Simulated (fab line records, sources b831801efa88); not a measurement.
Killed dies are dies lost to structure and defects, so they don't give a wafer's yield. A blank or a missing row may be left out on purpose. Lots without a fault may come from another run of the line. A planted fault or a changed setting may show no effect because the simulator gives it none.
fab line records | flow sky130
record lots=5 wafers=23
route steps=708 shown FIELD_ISO@2 DNWELL@37 PWDE@53 NWELL@64 VT_ADJUST_HVTP@94 VT_ADJUST_LVTN@116 VT_ADJUST_NCORE@123 VT_ADJUST_HVTR@133
start_h: hours from the record's first day to the start of the lot's first wafer shown | wait_h: hours since the lot's step before | " the same as in the row above | L1.1+2: a row that stands for several wafers | - no value, or no start given | * or withheld: withheld | < > ~ a bound
route shown NAME@n: a module of which the file shows steps, and the number in the route of the first | usual: mean/standard deviation of fault-free wafers | same: alike in all rows | chamber/n: place in a boat | sites: the reading at each site | _std_site: their standard deviation | _edge_site: outer sites' mean less inner sites' | radius_mm: how far each site lies from the wafer's centre | mask NAME#n: copy n | behind: the tool/chamber that last shaped the wafer | hold: why the lot was held/for how many hours/how that ended | device: the transistor (n, p or np) that didn't switch | end of line: the same wafers' tests at the end of the route | a step without rows: its recipe alone | killed: dies lost to structure and defects at the first sort, not the wafer's yield | map: a wafer's dies, x killed, . not, _ none there
set.NAME: the setting as run; set.NAME@STEP: as run at that earlier step | model.NAME: the simulator's own value behind a step, which no gauge read
lots whose settings were changed on purpose; a table a step, a row a wafer
## steps
# step SKY_FIELD_ISO_OXIDATION_01
# recipe temp_c=900 ambient=O2 stabilise_s=600 purge_s=300 target_thk_a=120 ox_time_s=1843
# columns lot.wafer tool chamber start_h wait_h set.ox_time_s model.SiO2_of_FIELD_ISO_OXIDATION_01.thk_nm
L077.2 furnace-01 0 29.02 4.0 1843 11.73
L077.3 " 0 " " 1843 11.56
L077.5 " 0 " " 1843 11.63
L080.1 - - - 4.4 1766 11.08
L080.2 " - " " 1766 11.2
L080.3 " - " " 1766 11.31
L080.5 " - " " 1766 11.24
L080.6 " - " " 1766 10.98
L081.1 - - - 6.4 1938 12.27
L081.2 " - " " 1938 12.29
L081.3 " - " " 1938 12.23
L081.4 " - " " 1938 12.51
L081.5 " - " " 1938 12.19
L082.2 - - - 1.4 1732 11.36
L082.3 " - " " 1732 11.23
L082.4 " - " " 1732 11.41
L082.5 " - " " 1732 11.2
L082.6 " - " " 1732 11.3
L084.1 - - - 4.0 1715 10.91
L084.2 " - " " 1715 11
L084.4+5 " - " " 1715 10.93
L084.6 " - " " 1715 10.71
# step SKY_DNWELL_COAT_02
# recipe spin_rpm=2000 resist_thk_nm=3000
# columns lot.wafer tool chamber start_h wait_h set.spin_rpm model.coat_of_DNWELL_COAT_02.thk_nm
L077.2 litho_track-02 0 73.91 0.1 2000 3001
L077.3 " 0 " " 2000 3007
L077.5 " 0 " " 2000 3008
L080.1 litho_track-04 0 84.11 0.1 2051 2960
L080.2 " 0 " " 2000 3003
L080.3 " 0 " " 2051 2962
L080.5 " 0 " " 2000 3005
L080.6 " 0 " " 2000 3000
L081.1 litho_track-01 0 85.74 0.1 1869 3101
L081.2 " 0 " " 1869 3108
L081.3 " 0 " " 2000 3001
L081.4 " 0 " " 2000 3007
L081.5 " 0 " " 1869 3113
L082.2 litho_track-04 0 87.38 0.1 2000 2991
L082.3 " 0 " " 2142 2898
L082.4 " 0 " " 2000 3006
L082.5 " 0 " " 2000 3003
L082.6 " 0 " " 2142 2901
L084.1 litho_track-02 0 98.84 0.1 2000 2994
L084.2 " 0 " " 2000 2996
L084.4 " 0 " " 2000 2999
L084.5+6 " 0 " " 2000 2997
# step SKY_DNWELL_DEVELOP_06
# recipe wall_angle_deg=90 developer=TMAH develop_time_s=60 dev_temp_c=23
# columns lot.wafer tool chamber start_h wait_h set.develop_time_s
L077.2+3+5 litho_track-02 0 - - 60
L080.1+2+5 litho_track-04 0 - - 60
L080.3+6 " 0 " " 67.65
L081.1+4 litho_track-01 0 - - 60
L081.2+3+5 " 0 " " 65.27
L082.2+4 litho_track-01 0 - - 62.4
L082.3+5+6 " 0 " " 60
L084.1+4 litho_track-01 0 - - 63.43
L084.2+5+6 " 0 " " 60
# step SKY_DNWELL_IMPLANT_07
# recipe species=P energy_kev=withheld dose_cm2=withheld tilt_deg=withheld
# step SKY_DNWELL_STRIP_08
# recipe chemistry=O2/N2 power_w=1400 pressure_mtorr=1500 platen_temp_c=withheld o2_flow_sccm=3000 n2_flow_sccm=300 overash_fraction=0.5
# usual strip_time_to_endpoint_s=36.96/0.08
# columns lot.wafer tool chamber start_h wait_h set.spin_rpm@DNWELL_COAT_02 strip_time_to_endpoint_s
L077.2 plasma_asher-02 1 82.59 0.1 2000 36.92
L077.3 " 0 " " 2000 37.00
L077.5 " 1 " " 2000 37.00
L080.1 plasma_asher-03 0 92.81 0.1 2051 36.44
L080.2 " 1 " " 2000 36.94
L080.3 " 0 " " 2051 36.47
L080.5 " 0 " " 2000 36.97
L080.6 " 1 " " 2000 36.91
L081.1 plasma_asher-01 1 94.24 0.1 1869 38.07
L081.2 " 0 " " 1869 38.15
L081.3 " 0 " " 2000 36.92
L081.4 " 1 " " 2000 36.99
L081.5 " 0 " " 1869 38.22
L082.2 plasma_asher-02 1 95.54 0.1 2000 36.81
L082.3 " 0 " " 2142 35.75
L082.4 " 1 " " 2000 36.98
L082.5 " 0 " " 2000 36.94
L082.6 " 1 " " 2142 35.78
L084.1 plasma_asher-02 1 107.84 0.1 2000 36.87
L084.2 " 0 " " 2000 36.86
L084.4 " 0 " " 2000 36.90
L084.5 " 0 " " 2000 36.88
L084.6 " 1 " " 2000 36.88
# step SKY_PWDE_IMPLANT_08
# recipe species=B energy_kev=150 dose_cm2=3.6e+12 tilt_deg=withheld
# columns lot.wafer tool chamber start_h wait_h set.dose_cm2
L077.2+3+5 implanter-03 0 99.59 0.0 3.6e+12
L080.1+5 implanter-04 0 110.07 0.0 3.698e+12
L080.2+3+6 " 0 " " 3.6e+12
L081.1+3+5 implanter-02 0 112.03 0.0 3.479e+12
L081.2+4 " 0 " " 3.6e+12
L082.2+3+4 implanter-04 0 113.70 0.0 3.802e+12
L082.5+6 " 0 " " 3.6e+12
L084.1+2+4+5+6 implanter-04 0 126.41 0.0 3.6e+12
# step SKY_PWDE_STRIP_09
# recipe chemistry=O2/N2 power_w=1400 pressure_mtorr=1500 platen_temp_c=withheld o2_flow_sccm=3000 n2_flow_sccm=300 overash_fraction=0.5
# step SKY_PWDE_TW_MEAS_10
# usual PWDE_TW=373.1/1.7
# columns lot.wafer tool chamber start_h wait_h set.dose_cm2@PWDE_IMPLANT_08 PWDE_TW
L077.2 film_metro-02 - 99.82 0.1 3.6e+12 375.3
L077.3 " - " " 3.6e+12 375.7
L077.5 " - " " 3.6e+12 374.7
L080.1 film_metro-01 - 110.32 0.1 3.698e+12 378.0
L080.2 " - " " 3.6e+12 374.6
L080.3 " - " " 3.6e+12 373.1
L080.5 " - " " 3.698e+12 377.1
L080.6 " - " " 3.6e+12 374.1
L081.1 film_metro-02 - 112.28 0.1 3.479e+12 369.9
L081.2 " - " " 3.6e+12 373.7
L081.3 " - " " 3.479e+12 369.4
L081.4 " - " " 3.6e+12 375.0
L081.5 " - " " 3.479e+12 370.1
L082.2 film_metro-02 - 113.93 0.1 3.802e+12 381.0
L082.3 " - " " 3.802e+12 379.7
L082.4 " - " " 3.802e+12 381.3
L082.5 " - " " 3.6e+12 374.9
L082.6 " - " " 3.6e+12 374.7
L084.1 film_metro-01 - 126.66 0.1 3.6e+12 375.9
L084.2 " - " " 3.6e+12 374.4
L084.4 " - " " 3.6e+12 374.3
L084.5 " - " " 3.6e+12 374.9
L084.6 " - " " 3.6e+12 375.8
# step SKY_NWELL_IMPLANT_11
# recipe species=P energy_kev=400 dose_cm2=1.9e+13 tilt_deg=withheld
# columns lot.wafer tool chamber start_h wait_h set.energy_kev model.implant.rp_nm model.implant.drp_nm
L077.2+3+5 implanter-02 0 117.90 0.0 400 507 116.9
L080.1+6 implanter-04 0 128.92 0.0 377.2 491.5 113.2
L080.2+3+5 " 0 " " 400 518 116.9
L081.1+2+3+4+5 implanter-02 0 130.31 0.0 400 514 116.9
L082.2+3+6 implanter-04 0 132.55 0.0 406.3 507 117.9
L082.4+5 " 0 " " 400 499.9 116.9
L084.1+5 implanter-04 0 145.54 0.2 389.3 488 115.2
L084.2+4+6 " 0 " " 400 500 116.9
# step SKY_NWELL_IMPLANT_24
# recipe species=B energy_kev=140 dose_cm2=9.2e+12 tilt_deg=withheld
# columns lot.wafer tool chamber start_h wait_h set.dose_cm2
L077.2+3+5 implanter-01 0 136.60 0.0 9.2e+12
L080.1+2 implanter-04 0 148.57 0.0 9.2e+12
L080.3+5+6 " 0 " " 9.025e+12
L081.1+2 implanter-01 0 149.41 0.0 8.544e+12
L081.3+4+5 " 0 " " 9.2e+12
L082.2+3+4+5+6 implanter-01 0 151.65 0.0 9.2e+12
L084.1+2+6 implanter-02 0 164.93 0.0 9.456e+12
L084.4+5 " 0 " " 9.2e+12
# step SKY_NWELL_STRIP_25
# recipe chemistry=O2/N2 power_w=1400 pressure_mtorr=1500 platen_temp_c=withheld o2_flow_sccm=3000 n2_flow_sccm=300 overash_fraction=0.5
# step SKY_NWELL_TW_MEAS_26
# usual NWELL_2_TW=495.0/2
# columns lot.wafer tool chamber start_h wait_h set.dose_cm2@NWELL_IMPLANT_24 NWELL_2_TW
L077.2 film_metro-04 - 136.83 0.1 9.2e+12 496.3
L077.3 " - " " 9.2e+12 495.4
L077.5 " - " " 9.2e+12 492.5
L080.1 film_metro-04 - 148.82 0.1 9.2e+12 491.6
L080.2 " - " " 9.2e+12 493.9
L080.3 " - " " 9.025e+12 494.0
L080.5 " - " " 9.025e+12 490.2
L080.6 " - " " 9.025e+12 492.1
L081.1 film_metro-04 - 149.66 0.1 8.544e+12 481.9
L081.2 " - " " 8.544e+12 480.6
L081.3 " - " " 9.2e+12 493.7
L081.4 " - " " 9.2e+12 494.6
L081.5 " - " " 9.2e+12 498.2
L082.2 film_metro-02 - 151.88 0.1 9.2e+12 494.6
L082.3 " - " " 9.2e+12 492.5
L082.4 " - " " 9.2e+12 497.2
L082.5 " - " " 9.2e+12 494.5
L082.6 " - " " 9.2e+12 493.9
L084.1 film_metro-01 - 165.18 0.1 9.456e+12 500.2
L084.2 " - " " 9.456e+12 500.5
L084.4 " - " " 9.2e+12 494.2
L084.5 " - " " 9.2e+12 496.1
L084.6 " - " " 9.456e+12 502.1
# step SKY_NWELL_CLEAN_27
# recipe chemistry=SC1/SC2 mix=1:4:20 temp_c=70 time_s=150 dry=n2_spin
# step SKY_NWELL_RTA_28
# recipe temp_c=1050 time_s=30 idle_temp_c=650 ramp_up_c_per_s=150 ramp_down_c_per_s=90 ambient=N2
# step SKY_NWELL_RS_MEAS_29
# recipe thk_meas_gauge=four-point-probe
# usual NWELL_RS=624.9/1.4
# columns lot.wafer tool chamber start_h wait_h set.energy_kev@NWELL_IMPLANT_11 NWELL_RS[ohm/sq]
L077.2 film_metro-01 - 137.05 0.1 400 625.4
L077.3 " - " " 400 624.9
L077.5 " - " " 400 623.0
L080.1 film_metro-02 - 149.03 0.1 377.2 634.2
L080.2 " - " " 400 623.5
L080.3 " - " " 400 624.7
L080.5 " - " " 400 624.3
L080.6 " - " " 377.2 632.3
L081.1 film_metro-01 - 149.88 0.1 400 625.2
L081.2 " - " " 400 623.3
L081.3 " - " " 400 624.5
L081.4 " - " " 400 623.7
L081.5 " - " " 400 624.7
L082.2 film_metro-04 - 152.11 0.1 406.3 623.2
L082.3 " - " " 406.3 623.3
L082.4 " - " " 400 627.3
L082.5 " - " " 400 623.6
L082.6 " - " " 406.3 623.7
L084.1 film_metro-04 - 165.39 0.1 389.3 628.8
L084.2 " - " " 400 624.9
L084.4 " - " " 400 623.6
L084.5 " - " " 389.3 629.9
L084.6 " - " " 400 624.0
# step SKY_NWELL_RS_MEAS_31
# recipe thk_meas_gauge=four-point-probe
# usual PWDE_RS=5276/17
# columns lot.wafer tool chamber start_h wait_h set.dose_cm2@PWDE_IMPLANT_08 PWDE_RS[ohm/sq]
L077.2 film_metro-01 - 137.29 0.1 3.6e+12 5265
L077.3 " - " " 3.6e+12 5278
L077.5 " - " " 3.6e+12 5261
L080.1 film_metro-02 - 149.27 0.1 3.698e+12 5153
L080.2 " - " " 3.6e+12 5268
L080.3 " - " " 3.6e+12 5266
L080.5 " - " " 3.698e+12 5154
L080.6 " - " " 3.6e+12 5279
L081.1 film_metro-01 - 150.12 0.1 3.479e+12 5406
L081.2 " - " " 3.6e+12 5270
L081.3 " - " " 3.479e+12 5407
L081.4 " - " " 3.6e+12 5270
L081.5 " - " " 3.479e+12 5427
L082.2 film_metro-04 - 152.35 0.1 3.802e+12 5044
L082.3 " - " " 3.802e+12 5021
L082.4 " - " " 3.802e+12 5018
L082.5 " - " " 3.6e+12 5254
L082.6 " - " " 3.6e+12 5237
L084.1 film_metro-04 - 165.63 0.1 3.6e+12 5269
L084.2 " - " " 3.6e+12 5268
L084.4 " - " " 3.6e+12 5275
L084.5 " - " " 3.6e+12 5272
L084.6 " - " " 3.6e+12 5249
# step SKY_VT_ADJUST_HVTP_IMPLANT_09
# recipe species=As energy_kev=150 dose_cm2=4.3e+12 tilt_deg=withheld
# columns lot.wafer tool chamber start_h wait_h set.dose_cm2
L077.2+3+5 implanter-01 0 156.11 0.0 4.3e+12
L080.1+5+6 implanter-03 0 168.56 0.0 4.475e+12
L080.2+3 " 0 " " 4.3e+12
L081.1+4 implanter-02 0 169.23 0.0 4.046e+12
L081.2+3+5 " 0 " " 4.3e+12
L082.2+3+5 implanter-01 0 171.59 0.0 4.3e+12
L082.4+6 " 0 " " 4.469e+12
L084.1+6 implanter-01 0 186.31 0.0 4.134e+12
L084.2+4+5 " 0 " " 4.3e+12
# step SKY_VT_ADJUST_HVTP_STRIP_10
# recipe chemistry=O2/N2 power_w=1400 pressure_mtorr=1500 platen_temp_c=withheld o2_flow_sccm=3000 n2_flow_sccm=300 overash_fraction=0.5
# step SKY_VT_ADJUST_HVTP_TW_MEAS_11
# usual VT_ADJUST_HVTP_TW=1353/10
# columns lot.wafer tool chamber start_h wait_h set.dose_cm2@VT_ADJUST_HVTP_IMPLANT_09 VT_ADJUST_HVTP_TW
L077.2 film_metro-02 - 156.34 0.1 4.3e+12 1352
L077.3 " - " " 4.3e+12 1349
L077.5 " - " " 4.3e+12 1353
L080.1 film_metro-02 - 168.81 0.1 4.475e+12 1367
L080.2 " - " " 4.3e+12 1356
L080.3 " - " " 4.3e+12 1360
L080.5 " - " " 4.475e+12 1368
L080.6 " - " " 4.475e+12 1374
L081.1 film_metro-02 - 169.48 0.1 4.046e+12 1322
L081.2 " - " " 4.3e+12 1348
L081.3 " - " " 4.3e+12 1351
L081.4 " - " " 4.046e+12 1321
L081.5 " - " " 4.3e+12 1353
L082.2 film_metro-02 - 171.82 0.1 4.3e+12 1343
L082.3 " - " " 4.3e+12 1351
L082.4 " - " " 4.469e+12 1369
L082.5 " - " " 4.3e+12 1343
L082.6 " - " " 4.469e+12 1364
L084.1 film_metro-02 - 186.56 0.1 4.134e+12 1329
L084.2 " - " " 4.3e+12 1342
L084.4 " - " " 4.3e+12 1349
L084.5 " - " " 4.3e+12 1345
L084.6 " - " " 4.134e+12 1334
# step SKY_VT_ADJUST_LVTN_IMPLANT_19
# recipe species=B energy_kev=30 dose_cm2=6.5e+11 tilt_deg=withheld
# columns lot.wafer tool chamber start_h wait_h set.energy_kev model.implant.rp_nm model.implant.drp_nm
L077.2+3+5 implanter-03 0 197.47 0.0 30 98.36 42.97
L080.1+2+5 implanter-03 0 209.92 0.0 29.28 97.43 42.13
L080.3+6 " 0 " " 30 99.76 42.97
L081.1+2+3 implanter-03 0 211.62 0.0 30 95.44 42.97
L081.4+5 " 0 " " 28.81 91.75 41.53
L082.2+4+6 implanter-03 0 214.90 0.0 28.96 98.65 41.73
L082.3+5 " 0 " " 30 102.1 42.97
L084.1+2+4+5+6 implanter-04 0 230.42 0.0 30 100.1 42.97
# step SKY_VT_ADJUST_NCORE_EXPOSE_04
# recipe mask_id=LVTN_COMPLEMENT_THIN na=0.6 source_shape=conventional sigma_outer=0.6 polarization=unpolarized target_cd_nm=380 dose_mj=139
# columns lot.wafer tool chamber start_h wait_h mask set.dose_mj
L077.2+3+5 iline_stepper-02 0 - - LVTN_COMPLEMENT_THIN#0 139
L080.1+2 iline_stepper-02 0 - - LVTN_COMPLEMENT_THIN#0 148.6
L080.3+5+6 " 0 " " LVTN_COMPLEMENT_THIN#0 139
L081.1+4+5 iline_stepper-02 0 - - LVTN_COMPLEMENT_THIN#0 139
L081.2+3 " 0 " " LVTN_COMPLEMENT_THIN#0 143.3
L082.2+5+6 iline_stepper-02 0 - - LVTN_COMPLEMENT_THIN#0 129.2
L082.3+4 " 0 " " LVTN_COMPLEMENT_THIN#0 139
L084.1+5+6 iline_stepper-02 0 - - LVTN_COMPLEMENT_THIN#0 132.6
L084.2+4 " 0 " " LVTN_COMPLEMENT_THIN#0 139
# step SKY_VT_ADJUST_NCORE_PEB_05
# recipe temp_c=withheld time_s=* resist=NOVOLAK
# step SKY_VT_ADJUST_NCORE_DEVELOP_06
# recipe resist=NOVOLAK developer=TMAH develop_time_s=59.05 dev_temp_c=23
# columns lot.wafer tool chamber start_h wait_h set.dose_mj@VT_ADJUST_NCORE_EXPOSE_04 model.VT_ADJUST_NCORE.cd_nm
L077.2 litho_track-02 0 219.81 0.1 139 381.7
L077.3 " 0 " " 139 380.4
L077.5 " 0 " " 139 382.3
L080.1 litho_track-02 0 232.13 0.1 148.6 400
L080.2 " 0 " " 148.6 400.4
L080.3 " 0 " " 139 381.4
L080.5 " 0 " " 139 377.3
L080.6 " 0 " " 139 381.2
L081.1 litho_track-02 0 233.68 0.1 139 381.7
L081.2 " 0 " " 143.3 390.8
L081.3 " 0 " " 143.3 389.4
L081.4 " 0 " " 139 380.1
L081.5 " 0 " " 139 382
L082.2 litho_track-02 0 236.86 0.1 129.2 361.1
L082.3 " 0 " " 139 381.7
L082.4 " 0 " " 139 382.5
L082.5 " 0 " " 129.2 360.9
L082.6 " 0 " " 129.2 361.5
L084.1 litho_track-01 0 253.74 0.1 132.6 363.7
L084.2 " 0 " " 139 377.5
L084.4 " 0 " " 139 378.9
L084.5 " 0 " " 132.6 362.3
L084.6 " 0 " " 132.6 363.3
# step SKY_VT_ADJUST_NCORE_CD_MEAS_07
# recipe target_cd_nm=380
# usual cd_nm=380.3/2.1
# columns lot.wafer tool chamber start_h wait_h set.dose_mj@VT_ADJUST_NCORE_EXPOSE_04 cd_nm
L077.2 cd_sem-01 - 219.95 0.1 139 381.6
L077.3 " - " " 139 380.4
L077.5 " - " " 139 382.1
L080.1 cd_sem-01 - 232.28 0.1 148.6 399.9
L080.2 " - " " 148.6 400.9
L080.3 " - " " 139 381.3
L080.5 " - " " 139 377.5
L080.6 " - " " 139 381.4
L081.1 cd_sem-01 - 233.83 0.1 139 381.5
L081.2 " - " " 143.3 391.0
L081.3 " - " " 143.3 389.5
L081.4 " - " " 139 380.0
L081.5 " - " " 139 382.0
L082.2 cd_sem-02 - 237.00 0.1 129.2 360.8
L082.3 " - " " 139 381.9
L082.4 " - " " 139 382.4
L082.5 " - " " 129.2 360.9
L082.6 " - " " 129.2 361.2
L084.1 cd_sem-02 - 253.89 0.1 132.6 363.7
L084.2 " - " " 139 377.5
L084.4 " - " " 139 378.7
L084.5 " - " " 132.6 362.2
L084.6 " - " " 132.6 363.2
# step SKY_VT_ADJUST_HVTR_COAT_02
# recipe resist=NOVOLAK spin_rpm=3000 resist_thk_nm=1140
# columns lot.wafer tool chamber start_h wait_h set.spin_rpm model.NOVOLAK_of_VT_ADJUST_HVTR_COAT_02.thk_nm
L077.2 litho_track-04 0 231.33 0.1 3000 1136
L077.3 " 0 " " 3000 1138
L077.5 " 0 " " 3000 1140
L080.1 litho_track-04 0 243.96 0.1 2855 1167
L080.2 " 0 " " 3000 1143
L080.3 " 0 " " 3000 1145
L080.5 " 0 " " 2855 1170
L080.6 " 0 " " 3000 1142
L081.1 litho_track-03 0 245.88 0.1 3000 1135
L081.2 " 0 " " 3000 1136
L081.3 " 0 " " 2926 1148
L081.4 " 0 " " 2926 1155
L081.5 " 0 " " 2926 1150
L082.2 litho_track-02 0 248.36 0.1 3000 1142
L082.3+6 " 0 " " 3000 1146
L082.4 " 0 " " 3074 1130
L082.5 " 0 " " 3074 1131
L084.1 litho_track-03 0 265.73 0.1 2916 1157
L084.2 " 0 " " 2916 1155
L084.4+6 " 0 " " 3000 1139
L084.5 " 0 " " 3000 1143
## key
split step=SKY_FIELD_ISO_OXIDATION_01 setting=ox_time_s stated=1843 by=lot
response step=SKY_FIELD_ISO_OXIDATION_01 reading=model.SiO2_of_FIELD_ISO_OXIDATION_01.thk_nm change=+0.106 per=1% r=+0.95
split step=SKY_DNWELL_COAT_02 setting=spin_rpm stated=2000 by=wafer
response step=SKY_DNWELL_COAT_02 reading=model.coat_of_DNWELL_COAT_02.thk_nm change=-15 per=1% r=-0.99
response step=SKY_DNWELL_STRIP_08 reading=strip_time_to_endpoint_s change=* per=1% r=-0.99
split step=SKY_DNWELL_DEVELOP_06 setting=develop_time_s stated=60 by=wafer
response none clear
split step=SKY_PWDE_IMPLANT_08 setting=dose_cm2 stated=3.6e+12 by=wafer
response step=SKY_PWDE_TW_MEAS_10 reading=PWDE_TW change=+1.16 per=1% r=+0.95
response step=SKY_NWELL_RS_MEAS_31 reading=PWDE_RS change=-40.3 per=1% r=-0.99
split step=SKY_NWELL_IMPLANT_11 setting=energy_kev stated=400 by=wafer
response step=SKY_NWELL_IMPLANT_11 reading=model.implant.rp_nm change=+4.62 per=1% r=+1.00
response step=SKY_NWELL_IMPLANT_11 reading=model.implant.drp_nm change=+0.643 per=1% r=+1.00
response step=SKY_NWELL_RS_MEAS_29 reading=NWELL_RS change=-1.63 per=1% r=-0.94
split step=SKY_NWELL_IMPLANT_24 setting=dose_cm2 stated=9.2e+12 by=wafer
response step=SKY_NWELL_TW_MEAS_26 reading=NWELL_2_TW change=+1.91 per=1% r=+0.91
split step=SKY_VT_ADJUST_HVTP_IMPLANT_09 setting=dose_cm2 stated=4.3e+12 by=wafer
response step=SKY_VT_ADJUST_HVTP_TW_MEAS_11 reading=VT_ADJUST_HVTP_TW change=+4.34 per=1% r=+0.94
split step=SKY_VT_ADJUST_LVTN_IMPLANT_19 setting=energy_kev stated=30 by=wafer
response step=SKY_VT_ADJUST_LVTN_IMPLANT_19 reading=model.implant.rp_nm change=+0.961 per=1% r=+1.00
response step=SKY_VT_ADJUST_LVTN_IMPLANT_19 reading=model.implant.drp_nm change=+0.358 per=1% r=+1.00
split step=SKY_VT_ADJUST_NCORE_EXPOSE_04 setting=dose_mj stated=139 by=wafer
response step=SKY_VT_ADJUST_NCORE_DEVELOP_06 reading=model.VT_ADJUST_NCORE.cd_nm change=+3 per=1% r=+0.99
response step=SKY_VT_ADJUST_NCORE_CD_MEAS_07 reading=cd_nm change=+3.02 per=1% r=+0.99
split step=SKY_VT_ADJUST_HVTR_COAT_02 setting=spin_rpm stated=3000 by=wafer
response step=SKY_VT_ADJUST_HVTR_COAT_02 reading=model.NOVOLAK_of_VT_ADJUST_HVTR_COAT_02.thk_nm change=-5.49 per=1% r=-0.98
